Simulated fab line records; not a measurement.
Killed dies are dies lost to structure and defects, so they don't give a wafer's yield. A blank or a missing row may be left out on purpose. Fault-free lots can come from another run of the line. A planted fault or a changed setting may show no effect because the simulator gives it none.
The same fault as seen by 2 desks | flow gf180mcu | numbers are kept per desk, each desk with only its own; the story behind them comes last

== AT THE METROLOGY DESK ==
What the gauges read for every lot (on any tool): the sampled wafers with a number, averaged. The brackets show how far a lot's mean lies from the usual mean; more than 4 standard deviations puts the lot out of limits, marked OUT.
Columns: A = PSD_OVL at GF_PSD_OVL_MEAS_08, usual 0.0 nm; B = CONTACT_W_RS at GF_CONTACT_RS_MEAS_25, usual 0.380 ohm/sq
lot  | first seen here | A    | B
L322 | day 15 02:47    | 0.1  | 0.377
L323 | day 15 12:53    | -0.6 | 0.382
L324 | day 15 18:47    | -0.1 | 0.379
L325 | day 16 06:14    | -0.6 | 0.380
L327 | day 16 19:02    | 1.8  | 0.378
L328 | day 17 00:41    | 1.3  | 0.381
L329 | day 17 13:41    | -1.7 | 0.381
L330 | day 17 19:26    | -1.4 | 0.379
L334 | day 19 05:59    | -0.3 | 0.384
L335 | day 19 18:20    | -0.8 | 0.380
L336 | day 19 21:42    | 0.7  | 0.382
L338 | day 20 13:29    | -0.4 | 0.377
L341 | day 21 15:24    | 3.2  | 0.374
L342 | day 22 02:17    | -1.6 | 0.384
This desk's finding: nothing out of limits on any of the 14 lots.

== AT THE TOOL OWNER'S DESK: wet-bench-01 ==
The tool's own readings at GF_STI_WET_ETCH_26 (etches SiO2 in dHF, target depth 94 nm, time 188 s): means of the sampled wafers that have a number, for each lot that ran on this tool. The brackets show how far a lot's mean lies from the usual mean; more than 4 standard deviations puts the lot out of limits, marked OUT.
Columns: A = run-length-s at GF_STI_WET_ETCH_26, usual 216 s
lot  | first seen here | A
L322 | day 2 16:43     | 214
L324 | day 3 02:02     | 221
L325 | day 3 08:13     | 74 (-38) OUT
L327 | day 3 16:12     | 74 (-38) OUT
L328 | day 3 20:50     | 66 (-41) OUT
L330 | day 4 07:34     | 66 (-41) OUT
This desk finds L325, L327, L328, L330 out of limits, L325 being first, at day 3 08:13 (run-length-s at GF_STI_WET_ETCH_26). L322, L324: within limits.

== PUT TOGETHER ==
An alarm could have come from the tool owner's desk at day 3 08:13, on L325, L327, L328, L330.
Nothing out of limits was seen by the metrology desk.
The metrology desk has L325, L327, L328, L330 on record, within its limits.
Every lot named ran GF_STI_WET_ETCH_26 on wet-bench-01.

== WHAT WAS PUT IN BY THE SIMULATOR ==
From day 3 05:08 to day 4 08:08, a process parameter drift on wet-bench-01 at GF_STI_WET_ETCH_26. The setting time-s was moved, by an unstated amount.
Struck lots among those shown: L325, L327, L328, L330.
How many hours passed from the start of the fault until each desk's first out-of-limits reading: the tool owner's desk, 3.
